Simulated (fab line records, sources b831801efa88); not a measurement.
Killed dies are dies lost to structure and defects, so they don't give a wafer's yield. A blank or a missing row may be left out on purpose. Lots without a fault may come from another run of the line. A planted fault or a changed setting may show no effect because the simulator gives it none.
Which tool did it? | flow sky130 | 15 lots, 45 wafers sampled, at 7 steps of a route of 708

WHAT THE GAUGES READ, wafer by wafer
SKY_VIA1_RS_MEAS_22: measures by four-point-probe.
lot  | measured     | on            | VIA1_W_RS (ohm/sq)
L587 | day 33 23:51 | film_metro-02 | 0.432 0.429 0.431
L588 | day 34 02:38 | film_metro-04 | 0.428 0.433 0.434
L589 | day 35 03:10 | film_metro-03 | 0.427 0.431 0.427
L593 | day 36 00:16 | film_metro-02 | 0.430 0.429 0.419
L594 | day 36 11:24 | film_metro-04 | 0.424 0.432 0.428
L595 | day 36 13:41 | film_metro-03 | 0.425 0.430 0.432
L598 | day 37 12:14 | film_metro-04 | 0.429 0.427 0.427
L599 | day 37 17:29 | film_metro-02 | 0.428 0.434 0.435
L604 | day 39 11:32 | film_metro-02 | 57.658 58.043 57.706
L605 | day 39 17:36 | film_metro-03 | 58.964 57.921 58.431
L606 | day 39 21:13 | film_metro-02 | 58.346 57.984 58.273
L607 | day 40 03:51 | film_metro-04 | 0.434 0.436 0.436
L608 | day 40 11:22 | film_metro-03 | 0.434 0.437 0.433
L609 | day 41 15:35 | film_metro-03 | 0.432 0.424 0.427
L610 | day 41 16:32 | film_metro-02 | 0.424 0.424 0.429

SKY_VIA1_THK_MEAS_23: measures by xrf.
lot  | measured     | on            | VIA1_W_THK (nm)
L587 | day 33 23:58 | film_metro-02 | 257 259 257
L588 | day 34 02:44 | film_metro-04 | 261 259 258
L589 | day 35 03:16 | film_metro-03 | 267 264 268
L593 | day 36 00:23 | film_metro-02 | 259 260 265
L594 | day 36 11:30 | film_metro-04 | 265 261 262
L595 | day 36 13:47 | film_metro-03 | 268 266 264
L598 | day 37 12:21 | film_metro-04 | 262 263 263
L599 | day 37 17:35 | film_metro-02 | 258 257 255
L604 | day 39 11:39 | film_metro-02 | <0 <0 <0
L605 | day 39 17:43 | film_metro-03 | <0 <0 <0
L606 | day 39 21:20 | film_metro-02 | <0 <0 <0
L607 | day 40 03:58 | film_metro-04 | 257 256 257
L608 | day 40 11:29 | film_metro-03 | 260 258 260
L609 | day 41 15:43 | film_metro-03 | 264 267 266
L610 | day 41 16:39 | film_metro-02 | 262 261 260

SKY_METAL2_RS_MEAS_05: measures by four-point-probe.
lot  | measured     | on            | METAL2_ALCU_RS (ohm/sq)
L587 | day 34 00:28 | film_metro-03 | 0.1271 0.1270 0.1272
L588 | day 34 03:16 | film_metro-03 | 0.1278 0.1276 0.1282
L589 | day 35 03:47 | film_metro-04 | 0.1264 0.1258 0.1258
L593 | day 36 00:55 | film_metro-01 | 0.1275 0.1273 0.1269
L594 | day 36 12:01 | film_metro-04 | 0.1274 0.1260 0.1271
L595 | day 36 14:21 | film_metro-01 | 0.1257 0.1270 0.1267
L598 | day 37 13:18 | film_metro-04 | 0.1277 0.1278 0.1280
L599 | day 37 18:06 | film_metro-01 | 0.1275 0.1272 0.1264
L607 | day 40 04:28 | film_metro-01 | 0.1271 0.1262 0.1260
L608 | day 40 11:59 | film_metro-04 | 0.1243 0.1244 0.1246
L609 | day 41 16:22 | film_metro-03 | 0.1256 0.1263 0.1260
L610 | day 41 17:17 | film_metro-03 | 0.1260 0.1263 0.1262

WHICH TOOL RAN EACH LOT (tool, then ch and the chambers of the sampled wafers, then the start)
lot  | SKY_METAL1_SPUTTER_00        | SKY_VIA1_ETCH_15                   | SKY_VIA1_CVD_21               | SKY_VIA1_CMP_24
L587 | pvd_sputter-02, day 31 16:01 | rie_diel-02 ch 0,1,2, day 33 23:01 | cvd_w-01 ch 0,1, day 33 23:45 | cmp-01 ch 0,1,2, day 34 00:05
L588 | pvd_sputter-04, day 31 18:02 | rie_diel-02 ch 1,2, day 34 01:47   | cvd_w-02 ch 0,1, day 34 02:31 | cmp-01 ch 0,1,2, day 34 02:55
L589 | pvd_sputter-02, day 32 20:12 | rie_diel-02 ch 0,2, day 35 02:16   | cvd_w-02 ch 0,1, day 35 03:04 | cmp-02 ch 0,2,3, day 35 03:28
L593 | pvd_sputter-01, day 33 16:01 | rie_diel-01 ch 1,2,3, day 35 23:26 | cvd_w-02 ch 0,1, day 36 00:11 | cmp-01 ch 2,3, day 36 00:27
L594 | pvd_sputter-02, day 34 04:05 | rie_diel-03 ch 0,1,3, day 36 10:32 | cvd_w-01 ch 0,1, day 36 11:18 | cmp-01 ch 1,3, day 36 11:35
L595 | pvd_sputter-04, day 34 06:07 | rie_diel-02 ch 0,1,3, day 36 12:50 | cvd_w-02 ch 0,1, day 36 13:34 | cmp-01 ch 0,1,2, day 36 14:00
L598 | pvd_sputter-01, day 35 05:22 | rie_diel-03 ch 1,2, day 37 11:25   | cvd_w-02 ch 0,1, day 37 12:08 | cmp-02 ch 0,2,3, day 37 12:55
L599 | pvd_sputter-04, day 35 11:34 | rie_diel-01 ch 0,1, day 37 16:34   | cvd_w-01 ch 0,1, day 37 17:23 | cmp-01 ch 0,1,3, day 37 17:40
L604 | pvd_sputter-01, day 37 05:30 | rie_diel-02 ch 1,2,3, day 39 10:41 | cvd_w-01 ch 1, day 39 11:26   | cmp-01 ch 0,1, day 39 11:50
L605 | pvd_sputter-04, day 37 12:52 | rie_diel-01 ch 0,1,2, day 39 16:46 | cvd_w-01 ch 0, day 39 17:31   | cmp-02 ch 1,3, day 39 17:52
L606 | pvd_sputter-02, day 37 16:37 | rie_diel-01 ch 1,3, day 39 20:22   | cvd_w-01 ch 0,1, day 39 21:07 | cmp-01 ch 0,2, day 39 21:23
L607 | pvd_sputter-04, day 37 23:50 | rie_diel-03 ch 0,2, day 40 03:01   | cvd_w-01 ch 0,1, day 40 03:46 | cmp-02 ch 1,2, day 40 04:02
L608 | pvd_sputter-01, day 38 07:52 | rie_diel-01 ch 0,2,3, day 40 10:31 | cvd_w-02 ch 0,1, day 40 11:16 | cmp-01 ch 0,1,2, day 40 11:38
L609 | pvd_sputter-01, day 39 12:35 | rie_diel-01 ch 0,1,2, day 41 14:47 | cvd_w-01 ch 0,1, day 41 15:30 | cmp-01 ch 0,1,2, day 41 15:55
L610 | pvd_sputter-01, day 39 13:52 | rie_diel-02 ch 1,3, day 41 15:43   | cvd_w-01 ch 0, day 41 16:25   | cmp-01 ch 0,2, day 41 16:52
- SKY_METAL1_SPUTTER_00: material Ti, target thk 15 nm, time 10 s.
- SKY_VIA1_ETCH_15: etches SiO2 in C4F8/O2/Ar, stops on TiN, target depth 351 nm, time 54 s.
- SKY_VIA1_CVD_21: deposits W, target thk 270 nm, time 80.902 s.
- SKY_VIA1_CMP_24: polishes, stops on SiO2, t overpolish 15 s, target thk 0 nm.

WHAT THE TOOLS THEMSELVES READ (means of the sampled wafers that have a number; where no wafer has one, the mark that the record gives instead)
SKY_METAL1_SPUTTER_00.
lot  | tool           | chamber_pressure_pa (Pa) | throttle_valve_pct (%)
L587 | pvd_sputter-02 | 0.3992                   | 30.4
L588 | pvd_sputter-04 | 0.4001                   | 30.1
L589 | pvd_sputter-02 | 0.4004                   | 30.3
L593 | pvd_sputter-01 | 0.4001                   | 30.0
L594 | pvd_sputter-02 | 0.4008                   | 30.0
L595 | pvd_sputter-04 | 0.4000                   | 30.0
L598 | pvd_sputter-01 | 0.4001                   | 30.0
L599 | pvd_sputter-04 | 0.3998                   | 30.1
L604 | pvd_sputter-01 | 0.4003                   | 29.3
L605 | pvd_sputter-04 | 0.3996                   | 30.2
L606 | pvd_sputter-02 | 0.3983                   | 30.3
L607 | pvd_sputter-04 | 0.3991                   | 30.9
L608 | pvd_sputter-01 | 0.3998                   | 29.3
L609 | pvd_sputter-01 | 0.3999                   | 30.3
L610 | pvd_sputter-01 | 0.4004                   | 30.1

SKY_VIA1_ETCH_15.
lot  | tool        | oes_product_au (a.u.)
L587 | rie_diel-02 | 0.984
L588 | rie_diel-02 | 0.992
L589 | rie_diel-02 | 0.983
L593 | rie_diel-01 | 0.978
L594 | rie_diel-03 | 0.974
L595 | rie_diel-02 | 0.984
L598 | rie_diel-03 | 0.987
L599 | rie_diel-01 | 0.989
L604 | rie_diel-02 | 0.982
L605 | rie_diel-01 | 0.983
L606 | rie_diel-01 | 0.980
L607 | rie_diel-03 | 0.973
L608 | rie_diel-01 | 0.984
L609 | rie_diel-01 | 0.981
L610 | rie_diel-02 | 0.980

SKY_VIA1_CVD_21.
lot  | tool     | chamber_pressure_Torr (Torr) | heater_power_outer_w (W) | heater_power_w (W)
L587 | cvd_w-01 | 40.01                        | 550                      | 927
L588 | cvd_w-02 | 39.96                        | 507                      | 845
L589 | cvd_w-02 | 39.95                        | 509                      | 846
L593 | cvd_w-02 | 39.97                        | 524                      | 846
L594 | cvd_w-01 | 39.91                        | 584                      | 949
L595 | cvd_w-02 | 39.97                        | 510                      | 846
L598 | cvd_w-02 | 39.80                        | 515                      | 859
L599 | cvd_w-01 | 39.94                        | 583                      | 963
L604 | cvd_w-01 | -                            | -                        | -
L605 | cvd_w-01 | -                            | -                        | -
L606 | cvd_w-01 | -                            | -                        | -
L607 | cvd_w-01 | 39.97                        | 589                      | 946
L608 | cvd_w-02 | 39.91                        | 509                      | 850
L609 | cvd_w-01 | 40.02                        | 577                      | 958
L610 | cvd_w-01 | 40.10                        | 545                      | 899

SKY_VIA1_CMP_24.
lot  | tool   | edge_zone_pressure_frac | motor_current_A (A) | time_to_endpoint_s (s)
L587 | cmp-01 | 1.000                   | 10.5                | 63.5
L588 | cmp-01 | 1.001                   | 10.6                | 66.1
L589 | cmp-02 | 0.999                   | 11.0                | 65.5
L593 | cmp-01 | 0.997                   | 10.8                | 69.2
L594 | cmp-01 | 1.004                   | 10.5                | 68.0
L595 | cmp-01 | 1.005                   | 10.6                | 69.6
L598 | cmp-02 | 1.000                   | 10.7                | 63.6
L599 | cmp-01 | 1.001                   | 10.8                | 64.5
L604 | cmp-01 | 1.001                   | 10.9                | 5.9
L605 | cmp-02 | 0.997                   | 10.2                | 8.2
L606 | cmp-01 | 1.005                   | 10.6                | 7.4
L607 | cmp-02 | 0.998                   | 11.4                | 62.7
L608 | cmp-01 | 0.999                   | 10.5                | 63.0
L609 | cmp-01 | 1.003                   | 10.7                | 64.8
L610 | cmp-01 | 1.003                   | 10.6                | 64.8

THE ANSWER, worked out from the rows above alone
Rule: what is usual is taken from the lots themselves. Put in order of their means at a reading, lots are off if they are a third of the lots or fewer, leave a main group of 4 or more, and stand apart from it by a gap of 3 or more times the standard deviation of the main group's means; of several such gaps the widest counts. A main group whose means are all the same, to the digits that the tables above print for the reading, isn't used. A lot without any number at a reading at which 4 lots or more have one is off too. The other lots that the step has rows for count as sound. The gauges are gone through in route order, then the tools' own readings, and for those a lot's mean is taken as printed above. The first step at which some lot is off is used, and at that step the reading that is off furthest; a lot without a number counts as furthest.
Off: L604, L605, L606, at SKY_VIA1_RS_MEAS_22 (VIA1_W_RS). The main group: mean 0.430 ohm/sq, standard deviation 0.003.
A tool fits if, at a process step before that reading, it ran every lot that is off, and no sound lot after the first of them. The gauges at SKY_VIA1_RS_MEAS_22 aren't tried: what is off there is off at SKY_VIA1_CVD_21 too, on other tools, and a gauge's error can't cause that. None of those tried fits.

WHAT THE SIMULATOR HAD PUT IN
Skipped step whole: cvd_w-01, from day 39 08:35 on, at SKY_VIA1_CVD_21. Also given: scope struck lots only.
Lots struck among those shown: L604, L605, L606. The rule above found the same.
